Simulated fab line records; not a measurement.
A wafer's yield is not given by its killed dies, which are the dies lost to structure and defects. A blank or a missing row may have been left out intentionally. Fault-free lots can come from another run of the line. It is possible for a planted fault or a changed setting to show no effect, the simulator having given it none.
Matching of chambers ; flow sky130 ; cmp-02 running SKY_FIELD_ISO_CMP_27: 4 sister chambers
The step polishes, stops on Si3N4, t overpolish 16 s, target thk 457.8 nm. 15 wafers are shown with their chamber, then 7 later ones without.

WAFERS WITH THEIR CHAMBER
wafer;chamber;motorCurrentA (A);timeToEndpointS (s)
L319.1;1;12.6;112
L319.4;2;11.2;108
L319.5;1;12.8;116
L320.3;0;9.6;111
L320.4;1;12.6;111
L320.6;2;11.5;113
L323.1;0;9.4;114
L323.4;3;12.1;115
L323.5;1;13.3;113
L327.1;0;9.7;110
L327.2;2;11.3;116
L327.3;3;12.0;120
L328.1;3;12.0;118
L328.2;2;11.0;110
L328.6;2;11.0;109

SIGNATURES, as means of the wafers listed above
reading;chamber 0;chamber 1;chamber 2;chamber 3;scatter within a chamber
motorCurrentA;9.567;12.825;11.200;12.033;0.226
timeToEndpointS;111.67;113.00;111.20;117.67;2.67
Rule: for each reading, subtract the chamber's mean from the wafer's reading, divide by that reading's scatter and square the result; add these up over the readings and take the root, which gives the wafer's distance from the chamber. The wafer belongs to the nearest chamber; if the next one is less than 2 further off, it can't be placed. The scatter is the square root of a quotient: the sum, over the shown wafers, of each reading's squared deviation from its chamber's mean, divided by wafers minus chambers.

WAFERS WITH NO CHAMBER GIVEN
wafer;motorCurrentA (A);timeToEndpointS (s)
L329.2;12.0;119
L338.1;11.6;111
L338.3;12.3;114
L338.6;11.8;115
L341.1;9.6;110
L341.3;12.5;110
L341.5;11.7;111

CHAMBER TAKEN BY EACH
wafer;from the rows above;in truth
L329.2;3;3
L338.1;can't be placed: 2 or 3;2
L338.3;can't be placed: 3 or 1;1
L338.6;can't be placed: 3 or 2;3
L341.1;0;0
L341.3;can't be placed: 1 or 3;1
L341.5;can't be placed: 2 or 3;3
Correct placement for 2 of the 7. Can't be placed from these rows: 5 (the true chamber is among the candidates in 5). Number placed wrongly: 0.
